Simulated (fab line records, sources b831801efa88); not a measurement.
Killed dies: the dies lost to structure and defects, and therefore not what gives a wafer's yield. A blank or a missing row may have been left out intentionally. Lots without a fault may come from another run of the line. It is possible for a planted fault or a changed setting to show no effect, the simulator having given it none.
Split-lot study || flow sky130 || 5 lots, 23 wafers read, on a route of 708 steps

== THE SPLIT ==
At SKY_NWELL_IMPLANT_13, the setting energyKev was moved away from the recipe's 50 on 7 of the 23 wafers read, by -4.4% to +3.4%. For the rest of the wafers, this setting stayed at what the recipe calls for.

The reading is taken at the split's own step.

== THE READING ==
implant.drpNm (the simulator's own value, which no gauge read), in nm, at SKY_NWELL_IMPLANT_13. The file does not state a usual value for it.

{"wafer": "L074.1", "tool, chamber at the split": "implanter-01, 0", "energyKev as run": 48.76, "against the recipe": "-2.5%", "implant.drpNm, nm": 25.02, "against lot-mates on the recipe": -0.53}
{"wafer": "L074.3", "tool, chamber at the split": "implanter-01, 0", "energyKev as run": 48.76, "against the recipe": "-2.5%", "implant.drpNm, nm": 25.02, "against lot-mates on the recipe": -0.53}
{"wafer": "L074.4", "tool, chamber at the split": "implanter-01, 0", "energyKev as run": 48.76, "against the recipe": "-2.5%", "implant.drpNm, nm": 25.02, "against lot-mates on the recipe": -0.53}
{"wafer": "L074.5", "tool, chamber at the split": "implanter-01, 0", "energyKev as run": 50, "against the recipe": "recipe", "implant.drpNm, nm": 25.55, "against lot-mates on the recipe": "-"}
{"wafer": "L074.6", "tool, chamber at the split": "implanter-01, 0", "energyKev as run": 50, "against the recipe": "recipe", "implant.drpNm, nm": 25.55, "against lot-mates on the recipe": "-"}
{"wafer": "L076.2", "tool, chamber at the split": "implanter-03, 0", "energyKev as run": 50, "against the recipe": "recipe", "implant.drpNm, nm": 25.55, "against lot-mates on the recipe": "-"}
{"wafer": "L076.4", "tool, chamber at the split": "implanter-03, 0", "energyKev as run": 50, "against the recipe": "recipe", "implant.drpNm, nm": 25.55, "against lot-mates on the recipe": "-"}
{"wafer": "L076.6", "tool, chamber at the split": "implanter-03, 0", "energyKev as run": 50, "against the recipe": "recipe", "implant.drpNm, nm": 25.55, "against lot-mates on the recipe": "-"}
{"wafer": "L077.1", "tool, chamber at the split": "implanter-04, 0", "energyKev as run": 50, "against the recipe": "recipe", "implant.drpNm, nm": 25.55, "against lot-mates on the recipe": "-"}
{"wafer": "L077.3", "tool, chamber at the split": "implanter-04, 0", "energyKev as run": 50, "against the recipe": "recipe", "implant.drpNm, nm": 25.55, "against lot-mates on the recipe": "-"}
{"wafer": "L077.6", "tool, chamber at the split": "implanter-04, 0", "energyKev as run": 50, "against the recipe": "recipe", "implant.drpNm, nm": 25.55, "against lot-mates on the recipe": "-"}
{"wafer": "L077.2", "tool, chamber at the split": "implanter-04, 0", "energyKev as run": 47.79, "against the recipe": "-4.4%", "implant.drpNm, nm": 24.6, "against lot-mates on the recipe": -0.95}
{"wafer": "L077.4", "tool, chamber at the split": "implanter-04, 0", "energyKev as run": 47.79, "against the recipe": "-4.4%", "implant.drpNm, nm": 24.6, "against lot-mates on the recipe": -0.95}
{"wafer": "L079.1", "tool, chamber at the split": "implanter-04, 0", "energyKev as run": 50, "against the recipe": "recipe", "implant.drpNm, nm": 25.55, "against lot-mates on the recipe": "-"}
{"wafer": "L079.2", "tool, chamber at the split": "implanter-04, 0", "energyKev as run": 50, "against the recipe": "recipe", "implant.drpNm, nm": 25.55, "against lot-mates on the recipe": "-"}
{"wafer": "L079.3", "tool, chamber at the split": "implanter-04, 0", "energyKev as run": 50, "against the recipe": "recipe", "implant.drpNm, nm": 25.55, "against lot-mates on the recipe": "-"}
{"wafer": "L079.4", "tool, chamber at the split": "implanter-04, 0", "energyKev as run": 50, "against the recipe": "recipe", "implant.drpNm, nm": 25.55, "against lot-mates on the recipe": "-"}
{"wafer": "L079.5", "tool, chamber at the split": "implanter-04, 0", "energyKev as run": 50, "against the recipe": "recipe", "implant.drpNm, nm": 25.55, "against lot-mates on the recipe": "-"}
{"wafer": "L084.2", "tool, chamber at the split": "implanter-01, 0", "energyKev as run": 50, "against the recipe": "recipe", "implant.drpNm, nm": 25.55, "against lot-mates on the recipe": "-"}
{"wafer": "L084.4", "tool, chamber at the split": "implanter-01, 0", "energyKev as run": 50, "against the recipe": "recipe", "implant.drpNm, nm": 25.55, "against lot-mates on the recipe": "-"}
{"wafer": "L084.6", "tool, chamber at the split": "implanter-01, 0", "energyKev as run": 50, "against the recipe": "recipe", "implant.drpNm, nm": 25.55, "against lot-mates on the recipe": "-"}
{"wafer": "L084.3", "tool, chamber at the split": "implanter-01, 0", "energyKev as run": 51.69, "against the recipe": "+3.4%", "implant.drpNm, nm": 26.27, "against lot-mates on the recipe": "+0.72"}
{"wafer": "L084.5", "tool, chamber at the split": "implanter-01, 0", "energyKev as run": 51.69, "against the recipe": "+3.4%", "implant.drpNm, nm": 26.27, "against lot-mates on the recipe": "+0.72"}

THE FIT
A straight line over all 23 wafers: implant.drpNm changes by +0.214 nm for each +1% of energyKev; r = +1.00; the points scatter about the line by 0.0015 nm.
The same after taking each lot's own level away (the mean of its wafers on the recipe; 23 wafers): +0.214 nm for each +1%; r = +1.00; scatter 0.0015 nm.
According to that fit, moving energyKev by its largest amount changes the reading by 0.95 nm.
The lots' own levels span 25.550 to 25.550 nm.
Hence the lot-to-lot level has little effect on the slope; both slopes agree.
Check: -0.945 nm against its lot-mates is what the line predicts for one of the wafers moved furthest among these (-4.4%) when that wafer is left out of the fit. Against them it came out at -0.95 nm.

== THE OTHER SPLITS THESE WAFERS WENT THROUGH ==
Other splits were also applied to these wafers ahead of the reading. Each is held against what the fit with the lots' levels taken away leaves over:
{"other split on the same wafers": "SKY_FIELD_ISO_CVD_03 tempC", "wafers away from the commonest value": 5, "r with implant.drpNm (lot level and that fit taken away)": -0.30}
{"other split on the same wafers": "SKY_FIELD_ISO_EXPOSE_10 doseMj", "wafers away from the commonest value": 5, "r with implant.drpNm (lot level and that fit taken away)": -0.27}
{"other split on the same wafers": "SKY_FIELD_ISO_ETCH_17 icpW", "wafers away from the commonest value": 11, "r with implant.drpNm (lot level and that fit taken away)": -0.36}
{"other split on the same wafers": "SKY_NWELL_COAT_05 resistThkNm", "wafers away from the commonest value": 11, "r with implant.drpNm (lot level and that fit taken away)": "+0.23"}

== THE WHOLE CHAIN: every reading that the file lists as answering this split, in the file's order ==
{"step": "SKY_NWELL_IMPLANT_13", "what it does": "", "reading": "implant.rpNm (the simulator's own value, which no gauge read)", "change (the file's fit)": "+0.604 nm for each +1% of the setting", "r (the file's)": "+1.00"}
{"step": "SKY_NWELL_IMPLANT_13", "what it does": "", "reading": "implant.drpNm (the simulator's own value, which no gauge read)", "change (the file's fit)": "+0.215 nm for each +1% of the setting", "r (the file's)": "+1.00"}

== FILE'S OWN FIT ==
implant.drpNm changes by +0.215 nm for each +1% of energyKev, r = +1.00.
